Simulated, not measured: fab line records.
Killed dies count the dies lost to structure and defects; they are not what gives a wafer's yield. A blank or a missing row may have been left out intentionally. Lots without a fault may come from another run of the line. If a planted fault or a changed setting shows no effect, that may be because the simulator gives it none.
Problem report, 8D (eight disciplines) form, completed by code || flow sky130 || the parts of the form that need people (team, actions taken, sign-off) are left out

== 1. PROBLEM STATEMENT ==
CONTACT_HDPCVD_THK at SKY_CONTACT_THK_MEAS_03 reads a mean of 685 nm on 2 wafers of 2 lots; wafers without a fault read 568 nm with a standard deviation of 5.9. That is +20 standard deviations from the usual mean.
First observed at day 34 11:18: wafer L737.4, on filmMetro-02. The record has a number at this step for 36 wafers belonging to 12 lots. By rule, "out" or "out of limits" means more than 4 standard deviations away from the usual mean. All remaining wafers that have a number are taken as sound.

== 2. WHAT IT IS, AND WHAT IT ISN'T ==
{"question": "which readings at this step", "is": "CONTACT_HDPCVD_THK", "is not": "-"}
{"question": "which lots", "is": "L737, L738", "is not": "L725, L727, L728, L730, L731, L732, L736, L743, L745, L748"}
{"question": "which wafers of those lots", "is": "L737.4, L738.3", "is not": "L737.1, L737.5, L738.2, L738.6"}
{"question": "read on which gauges", "is": "filmMetro-02, filmMetro-03", "is not": "filmMetro-01"}
{"question": "when", "is": "from day 34 11:18", "is not": "up to then (23 sound wafers); but 11 sound wafers of L738, L743, L745, L748 came after"}

== 3. WHAT RULES OUT EACH SUSPECT ==
Counting: if a tool at a process step up to the reading ran every lot that is out, it stays a suspect. Sound lots after the first of them don't rule it out here, since some wafers of a struck lot are sound.
- the gauge at SKY_CONTACT_THK_MEAS_03 is ruled out. Those wafers that are out were read across 2 gauges (filmMetro-02, filmMetro-03).
- cmp-01 at SKY_LI_CONTACT_CMP_24 (polishes, stops on PSG, t overpolish 20 s, target thk 0 nm): kept. Ran every lot that is out, first one L737 (day 33 07:57); last sound lot up to then L736 (day 32 23:37).
- hdpcvd-01 at SKY_CONTACT_HDPCVD_02 (deposits SiO2, target thk 565 nm, time 94.2 s): kept. Ran every lot that is out, first one L737 (day 34 11:14); last sound lot up to then L731 (day 32 07:48). Its own sih4FlowSccm readings are out on those wafers.
- Within cmp-01 at SKY_LI_CONTACT_CMP_24: the wafers that are out ran in chamber 0; their sound lot-mates ran in chambers 2, 3.
- Within hdpcvd-01 at SKY_CONTACT_HDPCVD_02: the wafers that are out ran in chamber 1; their sound lot-mates ran in chambers 0, 2.
Remaining after the count are cmp-01 at SKY_LI_CONTACT_CMP_24 and hdpcvd-01 at SKY_CONTACT_HDPCVD_02.

== 4. THE CAUSE (what the simulator had put in) ==
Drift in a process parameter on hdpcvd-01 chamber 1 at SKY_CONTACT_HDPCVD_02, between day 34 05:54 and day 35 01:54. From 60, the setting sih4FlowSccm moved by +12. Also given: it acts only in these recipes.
This tool is one of the 2 suspects left after counting.

== 5. THE EFFECT CHAIN, in route order ==
One row per reading whose mean, taken over the struck wafers that have a number, lies over 3 standard deviations from the usual. Readings are gone through only where the record gives a usual standard deviation; hours: the median, over the lots, of the time from a lot's start at the first step in this table giving one to that lot's start at this step; sigmas: the change measured in usual standard deviations.
{"hours": 0, "step": "SKY_CONTACT_HDPCVD_02", "reading": "sih4FlowSccm", "usual": "60.01 sccm", "on struck wafers": 71.94, "change": "+11.93", "sigmas": "+63"}
{"hours": 0, "step": "SKY_CONTACT_THK_MEAS_03", "reading": "CONTACT_HDPCVD_THK", "usual": "568 nm", "on struck wafers": 685, "change": "+117", "sigmas": "+20"}
{"hours": 0, "step": "SKY_CONTACT_CMP_04", "reading": "timeToEndpointS", "usual": "82 s", "on struck wafers": 121, "change": "+39", "sigmas": "+12"}
Here are the process steps it includes:
- SKY_CONTACT_HDPCVD_02: deposits SiO2, target thk 565 nm, time 94.2 s.
- SKY_CONTACT_CMP_04: polishes SiO2.

== 6. HOW IT WOULD HAVE BEEN CAUGHT EARLIER ==
Counted from the fault's start at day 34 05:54, it took 5 hours until the first out-of-limits reading at a measuring or inspecting step in this record, taken at day 34 11:18.
At SKY_CONTACT_HDPCVD_02, the tool's own readings (sih4FlowSccm) were out on each struck wafer the step has a row for, so an alarm limit on them would have fired on the first such wafer.
Of the lots that are out (2), L738 began SKY_CONTACT_HDPCVD_02 on hdpcvd-01 after day 34 11:18. It would have been spared by a hold on the tool at that moment.
